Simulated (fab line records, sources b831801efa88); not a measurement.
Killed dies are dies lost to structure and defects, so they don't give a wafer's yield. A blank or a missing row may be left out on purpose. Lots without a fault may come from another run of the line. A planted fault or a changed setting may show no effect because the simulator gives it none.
Chamber matching | flow gf180mcu | GF_V5_CMP_04 on cmp-02: 4 sister chambers
The step polishes SiO2. 8 wafers are shown with their chamber, then 10 later ones without.

WAFERS WITH THEIR CHAMBER
wafer  | chamber | motor_current_A (A) | platen_rpm (rpm)
L081.5 | 0       | 11.6                | 60.06
L082.3 | 3       | 11.8                | 59.98
L082.4 | 0       | 12.2                | 59.91
L083.2 | 1       | 12.9                | 60.01
L083.4 | 2       | 12.8                | 59.95
L083.5 | 1       | 13.6                | 60.02
L087.2 | 3       | 12.6                | 60.04
L087.3 | 2       | 13.3                | 60.07

WAFERS WITHOUT THEIR CHAMBER
wafer  | motor_current_A (A) | platen_rpm (rpm)
L087.4 | 13.7                | 60.01
L094.2 | 13.6                | 59.98
L094.5 | 12.4                | 59.92
L094.6 | 13.5                | 60.00
L095.2 | 12.9                | 60.05
L095.4 | 12.9                | 59.91
L095.6 | 12.7                | 60.01
L097.3 | 13.0                | 60.02
L097.5 | 11.8                | 60.04
L097.6 | 12.4                | 60.01

WHICH CHAMBER EACH WENT THROUGH
wafer  | from the rows above               | in truth
L087.4 | can't be placed: 1 or 2           | 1
L094.2 | can't be placed: 1 or 2           | 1
L094.5 | can't be placed: 3 or 0 or 2 or 1 | 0
L094.6 | can't be placed: 1 or 2           | 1
L095.2 | can't be placed: 2 or 1 or 3 or 0 | 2
L095.4 | can't be placed: 2 or 1 or 3 or 0 | 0
L095.6 | can't be placed: 2 or 3 or 1 or 0 | 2
L097.3 | can't be placed: 2 or 1 or 3      | 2
L097.5 | can't be placed: 0 or 3 or 2      | 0
L097.6 | can't be placed: 3 or 0 or 2 or 1 | 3
Placed correctly: 0 of 10. Can't be placed from these rows: 10 (the true chamber is among the candidates in 10). Placed wrongly: 0.
How it was worked out, from the rows above alone: a wafer's distance from a chamber is the root of the sum, over the readings, of the square of ((its reading less the chamber's mean) divided by the reading's scatter). The wafer belongs to the nearest chamber; if the next one is less than 2 further off, it can't be placed. A chamber's mean is the mean of its shown wafers. The scatter: the root of (the sum of the squares of (reading less its chamber's mean) over the shown wafers, divided by (wafers less chambers)).
